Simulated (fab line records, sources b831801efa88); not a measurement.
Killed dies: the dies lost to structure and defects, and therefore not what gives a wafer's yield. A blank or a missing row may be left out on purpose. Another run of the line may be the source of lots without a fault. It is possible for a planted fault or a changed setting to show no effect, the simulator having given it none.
Which tool did it? || flow gf180mcu || 13 lots, 39 wafers sampled, at 4 steps of a route of 602

## WHAT THE GAUGES READ, wafer by wafer
GF_V2_CD_MEAS_14: the cd target is 260 nm.
{"lot": "L205", "measured": "day 20 10:05", "on": "cd sem-01", "cd nm (nm)": "259.8 258.6 260.8"}
{"lot": "L206", "measured": "day 20 17:10", "on": "cd sem-02", "cd nm (nm)": "261.1 261.4 259.9"}
{"lot": "L208", "measured": "day 21 13:20", "on": "cd sem-02", "cd nm (nm)": "258.9 260.1 260.0"}
{"lot": "L209", "measured": "day 21 20:47", "on": "cd sem-02", "cd nm (nm)": "260.7 260.9 259.5"}
{"lot": "L210", "measured": "day 22 05:22", "on": "cd sem-02", "cd nm (nm)": "259.0 258.1 257.9"}
{"lot": "L219", "measured": "day 25 15:26", "on": "cd sem-02", "cd nm (nm)": "261.2 261.0 260.6"}
{"lot": "L221", "measured": "day 25 22:47", "on": "cd sem-01", "cd nm (nm)": "260.2 259.7 260.7"}
{"lot": "L223", "measured": "day 26 12:10", "on": "cd sem-02", "cd nm (nm)": "262.8 261.3 262.1"}
{"lot": "L224", "measured": "day 26 21:56", "on": "cd sem-02", "cd nm (nm)": "260.6 259.9 260.4"}
{"lot": "L225", "measured": "day 27 11:32", "on": "cd sem-02", "cd nm (nm)": "257.8 258.8 258.3"}
{"lot": "L226", "measured": "day 27 12:49", "on": "cd sem-02", "cd nm (nm)": "259.9 259.9 260.5"}
{"lot": "L227", "measured": "day 27 21:00", "on": "cd sem-02", "cd nm (nm)": "258.6 258.2 259.1"}
{"lot": "L228", "measured": "day 28 03:34", "on": "cd sem-02", "cd nm (nm)": "258.8 258.9 258.7"}

## WHAT TOOL EACH LOT RAN ON (gives the tool, then ch and the chambers of the sampled wafers, and finally the start)
{"lot": "L205", "GF_VT_IMPLANT_COAT_24": "litho track-01 ch 0, day 6 14:12", "GF_VT_IMPLANT_STRIP_31": "plasma asher-04 ch 0,1, day 6 22:23", "GF_V2_PEB_12": "litho track-01 ch 0, day 20 10:05 or earlier"}
{"lot": "L206", "GF_VT_IMPLANT_COAT_24": "litho track-03 ch 0, day 6 18:02", "GF_VT_IMPLANT_STRIP_31": "plasma asher-03 ch 0,1, day 7 02:31", "GF_V2_PEB_12": "litho track-02 ch 0, day 20 17:10 or earlier"}
{"lot": "L208", "GF_VT_IMPLANT_COAT_24": "litho track-04 ch 0, day 7 09:46", "GF_VT_IMPLANT_STRIP_31": "plasma asher-02 ch 0,1, day 7 17:52", "GF_V2_PEB_12": "litho track-01 ch 0, day 21 13:20 or earlier"}
{"lot": "L209", "GF_VT_IMPLANT_COAT_24": "litho track-03 ch 0, day 7 13:36", "GF_VT_IMPLANT_STRIP_31": "plasma asher-04 ch 0,1, day 7 21:59", "GF_V2_PEB_12": "litho track-02 ch 0, day 21 20:47 or earlier"}
{"lot": "L210", "GF_VT_IMPLANT_COAT_24": "litho track-01 ch 0, day 7 20:50", "GF_VT_IMPLANT_STRIP_31": "plasma asher-04 ch 0,1, day 8 04:52", "GF_V2_PEB_12": "litho track-02 ch 0, day 22 05:22 or earlier"}
{"lot": "L219", "GF_VT_IMPLANT_COAT_24": "litho track-03 ch 0, day 10 08:50", "GF_VT_IMPLANT_STRIP_31": "plasma asher-02 ch 0,1, day 10 18:13", "GF_V2_PEB_12": "litho track-01 ch 0, day 25 15:26 or earlier"}
{"lot": "L221", "GF_VT_IMPLANT_COAT_24": "litho track-03 ch 0, day 10 20:18", "GF_VT_IMPLANT_STRIP_31": "plasma asher-02 ch 0,1, day 11 06:13", "GF_V2_PEB_12": "litho track-02 ch 0, day 25 22:47 or earlier"}
{"lot": "L223", "GF_VT_IMPLANT_COAT_24": "litho track-04 ch 0, day 11 08:57", "GF_VT_IMPLANT_STRIP_31": "plasma asher-02 ch 0,1, day 11 18:13", "GF_V2_PEB_12": "litho track-01 ch 0, day 26 12:10 or earlier"}
{"lot": "L224", "GF_VT_IMPLANT_COAT_24": "litho track-04 ch 0, day 11 18:37", "GF_VT_IMPLANT_STRIP_31": "plasma asher-03 ch 0,1, day 12 05:02", "GF_V2_PEB_12": "litho track-01 ch 0, day 26 21:56 or earlier"}
{"lot": "L225", "GF_VT_IMPLANT_COAT_24": "litho track-01 ch 0, day 12 04:16", "GF_VT_IMPLANT_STRIP_31": "plasma asher-02 ch 0,1, day 12 13:49", "GF_V2_PEB_12": "litho track-02 ch 0, day 27 11:32 or earlier"}
{"lot": "L226", "GF_VT_IMPLANT_COAT_24": "litho track-04 ch 0, day 12 05:31", "GF_VT_IMPLANT_STRIP_31": "plasma asher-02 ch 0,1, day 12 15:20", "GF_V2_PEB_12": "litho track-02 ch 0, day 27 12:49 or earlier"}
{"lot": "L227", "GF_VT_IMPLANT_COAT_24": "litho track-01 ch 0, day 12 11:32", "GF_VT_IMPLANT_STRIP_31": "plasma asher-03 ch 0,1, day 12 21:23", "GF_V2_PEB_12": "litho track-02 ch 0, day 27 21:00 or earlier"}
{"lot": "L228", "GF_VT_IMPLANT_COAT_24": "litho track-04 ch 0, day 12 20:18", "GF_VT_IMPLANT_STRIP_31": "plasma asher-02 ch 0,1, day 13 06:37", "GF_V2_PEB_12": "litho track-01 ch 0, day 28 03:34 or earlier"}
- GF_VT_IMPLANT_COAT_24: resist thk 1000 nm.
- GF_VT_IMPLANT_STRIP_31: strips in O2/N2.
- GF_V2_PEB_12: peb time 91.9 s.

## WHAT THE TOOLS THEMSELVES READ (means of the sampled wafers that have a number; where no wafer has one, the mark that the record gives instead)
GF_VT_IMPLANT_COAT_24.
{"lot": "L205", "tool": "litho track-01", "spin speed rpm (rpm)": 3002.0}
{"lot": "L206", "tool": "litho track-03", "spin speed rpm (rpm)": 3000.6}
{"lot": "L208", "tool": "litho track-04", "spin speed rpm (rpm)": 3000.4}
{"lot": "L209", "tool": "litho track-03", "spin speed rpm (rpm)": 2998.8}
{"lot": "L210", "tool": "litho track-01", "spin speed rpm (rpm)": 2998.7}
{"lot": "L219", "tool": "litho track-03", "spin speed rpm (rpm)": 3442.0}
{"lot": "L221", "tool": "litho track-03", "spin speed rpm (rpm)": 3443.8}
{"lot": "L223", "tool": "litho track-04", "spin speed rpm (rpm)": 2998.9}
{"lot": "L224", "tool": "litho track-04", "spin speed rpm (rpm)": 2997.3}
{"lot": "L225", "tool": "litho track-01", "spin speed rpm (rpm)": 3000.9}
{"lot": "L226", "tool": "litho track-04", "spin speed rpm (rpm)": 2998.8}
{"lot": "L227", "tool": "litho track-01", "spin speed rpm (rpm)": 3001.0}
{"lot": "L228", "tool": "litho track-04", "spin speed rpm (rpm)": 3000.9}

GF_VT_IMPLANT_STRIP_31.
{"lot": "L205", "tool": "plasma asher-04", "drypump motor current A (A)": 5.4, "heater power w (W)": 339, "oes product au (a.u.)": 0.714, "strip time to endpoint s (s)": 12.58}
{"lot": "L206", "tool": "plasma asher-03", "drypump motor current A (A)": 5.5, "heater power w (W)": 346, "oes product au (a.u.)": 0.717, "strip time to endpoint s (s)": 12.65}
{"lot": "L208", "tool": "plasma asher-02", "drypump motor current A (A)": 5.4, "heater power w (W)": 334, "oes product au (a.u.)": 0.711, "strip time to endpoint s (s)": 12.64}
{"lot": "L209", "tool": "plasma asher-04", "drypump motor current A (A)": 6.0, "heater power w (W)": 330, "oes product au (a.u.)": 0.715, "strip time to endpoint s (s)": 12.65}
{"lot": "L210", "tool": "plasma asher-04", "drypump motor current A (A)": 5.4, "heater power w (W)": 339, "oes product au (a.u.)": 0.717, "strip time to endpoint s (s)": 12.62}
{"lot": "L219", "tool": "plasma asher-02", "drypump motor current A (A)": 5.4, "heater power w (W)": 329, "oes product au (a.u.)": 0.716, "strip time to endpoint s (s)": 11.85}
{"lot": "L221", "tool": "plasma asher-02", "drypump motor current A (A)": 5.4, "heater power w (W)": 332, "oes product au (a.u.)": 0.717, "strip time to endpoint s (s)": 11.86}
{"lot": "L223", "tool": "plasma asher-02", "drypump motor current A (A)": 5.4, "heater power w (W)": 342, "oes product au (a.u.)": 0.721, "strip time to endpoint s (s)": 12.60}
{"lot": "L224", "tool": "plasma asher-03", "drypump motor current A (A)": 5.6, "heater power w (W)": 314, "oes product au (a.u.)": 0.720, "strip time to endpoint s (s)": 12.64}
{"lot": "L225", "tool": "plasma asher-02", "drypump motor current A (A)": 5.4, "heater power w (W)": 333, "oes product au (a.u.)": 0.721, "strip time to endpoint s (s)": 12.65}
{"lot": "L226", "tool": "plasma asher-02", "drypump motor current A (A)": 5.4, "heater power w (W)": 337, "oes product au (a.u.)": 0.715, "strip time to endpoint s (s)": 12.61}
{"lot": "L227", "tool": "plasma asher-03", "drypump motor current A (A)": 5.6, "heater power w (W)": 341, "oes product au (a.u.)": 0.720, "strip time to endpoint s (s)": 12.66}
{"lot": "L228", "tool": "plasma asher-02", "drypump motor current A (A)": 5.4, "heater power w (W)": 337, "oes product au (a.u.)": 0.715, "strip time to endpoint s (s)": 12.59}

GF_V2_PEB_12.
{"lot": "L205", "tool": "litho track-01", "plate sensor t centre C (C)": 136.13, "plate sensor t edge C (C)": 136.29}
{"lot": "L206", "tool": "litho track-02", "plate sensor t centre C (C)": 136.13, "plate sensor t edge C (C)": 136.30}
{"lot": "L208", "tool": "litho track-01", "plate sensor t centre C (C)": 136.13, "plate sensor t edge C (C)": 136.29}
{"lot": "L209", "tool": "litho track-02", "plate sensor t centre C (C)": 136.13, "plate sensor t edge C (C)": 136.30}
{"lot": "L210", "tool": "litho track-02", "plate sensor t centre C (C)": 136.13, "plate sensor t edge C (C)": 136.30}
{"lot": "L219", "tool": "litho track-01", "plate sensor t centre C (C)": 136.13, "plate sensor t edge C (C)": 136.30}
{"lot": "L221", "tool": "litho track-02", "plate sensor t centre C (C)": 136.13, "plate sensor t edge C (C)": 136.29}
{"lot": "L223", "tool": "litho track-01", "plate sensor t centre C (C)": 136.13, "plate sensor t edge C (C)": 136.30}
{"lot": "L224", "tool": "litho track-01", "plate sensor t centre C (C)": 136.13, "plate sensor t edge C (C)": 136.29}
{"lot": "L225", "tool": "litho track-02", "plate sensor t centre C (C)": 136.13, "plate sensor t edge C (C)": 136.29}
{"lot": "L226", "tool": "litho track-02", "plate sensor t centre C (C)": 136.14, "plate sensor t edge C (C)": 136.30}
{"lot": "L227", "tool": "litho track-02", "plate sensor t centre C (C)": 136.12, "plate sensor t edge C (C)": 136.30}
{"lot": "L228", "tool": "litho track-01", "plate sensor t centre C (C)": 136.14, "plate sensor t edge C (C)": 136.30}

## THE ANSWER, worked out from the rows above alone
Rule: usual is defined by the lots themselves. Put in order of their means at a reading, lots are off if they are a third of the lots or fewer, leave a main group of 4 or more, and stand apart from it by a gap of 3 or more times the standard deviation of the main group's means; of several such gaps the widest counts. The tables above print the reading to a certain number of digits; a main group whose means all agree to those digits is not used. A lot without any number at a reading at which 4 lots or more have one is off too. Any other lot the step has rows for is counted as sound. Order of review: gauges by route order, followed by the tools' own readings, for which a lot's mean as printed above is used. The first step at which some lot is off is used, and at that step the reading that is off furthest; a lot without a number counts as furthest.
Off: L219, L221, at GF_VT_IMPLANT_COAT_24 (spin speed rpm). The main group has a mean of 2999.8 rpm with a standard deviation of 1.3.
If a tool, at that step or one of the process steps before it, ran each lot that is off and ran no sound lot following the first of them, it fits. One fits: GF_VT_IMPLANT_COAT_24 on litho track-03. Its last sound lot is L209 (day 7 13:36), its first lot that is off L219 (day 10 08:50): a fault that began between those two fits.
The tool's own readings at GF_VT_IMPLANT_COAT_24 bear it out: on the lots that are off they differ by more than 5 times the standard deviation of the sound lots' means. spin speed rpm reads 3442.9 rpm there against 2999.8 rpm on the sound lots.

## WHAT THE SIMULATOR HAD PUT IN
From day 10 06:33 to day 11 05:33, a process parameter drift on litho track-03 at GF_VT_IMPLANT_COAT_24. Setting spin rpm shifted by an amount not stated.
Lots struck among those shown: L219, L221. This agrees with what the rule above found.
